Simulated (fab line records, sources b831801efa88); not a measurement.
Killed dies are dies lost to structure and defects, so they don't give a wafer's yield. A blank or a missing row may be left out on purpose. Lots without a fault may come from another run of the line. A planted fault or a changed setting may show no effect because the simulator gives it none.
Chamber matching | flow gf180mcu | GF_MIM_CVD_05 on pecvd-03: 3 sister chambers
The step deposits Si3N4, target thk 42 nm, time 29.086 s. 3 wafers are shown with their chamber, then 7 later ones without.

WAFERS WITH THEIR CHAMBER
wafer  | chamber | heater_power_w (W)
L613.5 | 0       | 545
L618.1 | 1       | 665
L618.4 | 2       | 680

WAFERS WITHOUT THEIR CHAMBER
wafer  | heater_power_w (W)
L618.5 | 591
L619.4 | 673
L619.5 | 695
L619.6 | 584
L620.2 | 612
L620.4 | 493
L620.5 | 614

WHICH CHAMBER EACH WENT THROUGH
wafer  | from the rows above          | in truth
L618.5 | can't be placed: 0 or 1 or 2 | 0
L619.4 | can't be placed: 2 or 1      | 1
L619.5 | can't be placed: 2 or 1      | 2
L619.6 | can't be placed: 0 or 1 or 2 | 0
L620.2 | can't be placed: 1 or 0 or 2 | 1
L620.4 | 0                            | 0
L620.5 | can't be placed: 1 or 2 or 0 | 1
Placed correctly: 1 of 7. Can't be placed from these rows: 6 (the true chamber is among the candidates in 6). Placed wrongly: 0.
How it was worked out, from the rows above alone: a wafer's distance from a chamber is the root of the sum, over the readings, of the square of ((its reading less the chamber's mean) divided by the reading's scatter). The wafer belongs to the nearest chamber; if the next one is less than 2 further off, it can't be placed. A chamber's mean is the mean of its shown wafers. The scatter: with one shown wafer a chamber, the root of the mean of the squares of how far each hidden wafer lies from its nearest shown one.
